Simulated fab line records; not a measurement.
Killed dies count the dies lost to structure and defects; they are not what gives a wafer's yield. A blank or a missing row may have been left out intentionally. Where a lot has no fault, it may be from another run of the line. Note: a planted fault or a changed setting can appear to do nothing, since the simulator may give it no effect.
Chamber matching :: flow sky130 :: SKY_FIELD_ISO_CMP_27 on cmp-01 has 4 sister chambers
The step polishes, stops on Si3N4, t overpolish 16 s, target thk 457.8 nm. 4 wafers are shown with their chamber, then 12 later ones without.

WAFERS PAIRED WITH THEIR CHAMBERS
wafer: L088.3
chamber: 1
motor_current_A (A): 12.5

wafer: L092.3
chamber: 2
motor_current_A (A): 10.4

wafer: L093.2
chamber: 0
motor_current_A (A): 10.6

wafer: L093.5
chamber: 3
motor_current_A (A): 11.2

WAFERS WITHOUT THEIR CHAMBER
wafer: L094.1
motor_current_A (A): 10.6

wafer: L094.3
motor_current_A (A): 12.9

wafer: L094.5
motor_current_A (A): 10.3

wafer: L095.3
motor_current_A (A): 11.0

wafer: L095.4
motor_current_A (A): 11.1

wafer: L095.6
motor_current_A (A): 13.7

wafer: L096.2
motor_current_A (A): 10.5

wafer: L096.3
motor_current_A (A): 10.7

wafer: L096.5
motor_current_A (A): 11.2

wafer: L097.4
motor_current_A (A): 10.6

wafer: L097.5
motor_current_A (A): 11.3

wafer: L097.6
motor_current_A (A): 10.1

THE CHAMBER EACH PASSED THROUGH
wafer: L094.1
from the rows above: can't be placed: 0 or 2 or 3
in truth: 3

wafer: L094.3
from the rows above: 1
in truth: 1

wafer: L094.5
from the rows above: can't be placed: 2 or 0
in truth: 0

wafer: L095.3
from the rows above: can't be placed: 3 or 0 or 2
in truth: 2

wafer: L095.4
from the rows above: can't be placed: 3 or 0 or 2
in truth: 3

wafer: L095.6
from the rows above: 1
in truth: 1

wafer: L096.2
from the rows above: can't be placed: 0 or 2 or 3
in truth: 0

wafer: L096.3
from the rows above: can't be placed: 0 or 2 or 3
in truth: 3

wafer: L096.5
from the rows above: can't be placed: 3 or 0
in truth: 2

wafer: L097.4
from the rows above: can't be placed: 0 or 2 or 3
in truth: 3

wafer: L097.5
from the rows above: can't be placed: 3 or 0
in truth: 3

wafer: L097.6
from the rows above: can't be placed: 2 or 0
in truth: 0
Correctly placed: 2 of 12. From these rows, 10 cannot be placed; in 9 the true chamber is one of the candidates. Number placed wrongly: 0.
How it was worked out, from the rows above alone: a wafer's distance from a chamber is the root of the sum, over the readings, of the square of ((its reading less the chamber's mean) divided by the reading's scatter). If the next closest chamber is less than 2 further off than the closest, the wafer can't be placed; otherwise it belongs to the closest. The mean given for a chamber averages the wafers shown for that chamber. The scatter: with one shown wafer a chamber, the root of the mean of the squares of how far each hidden wafer lies from its nearest shown one.
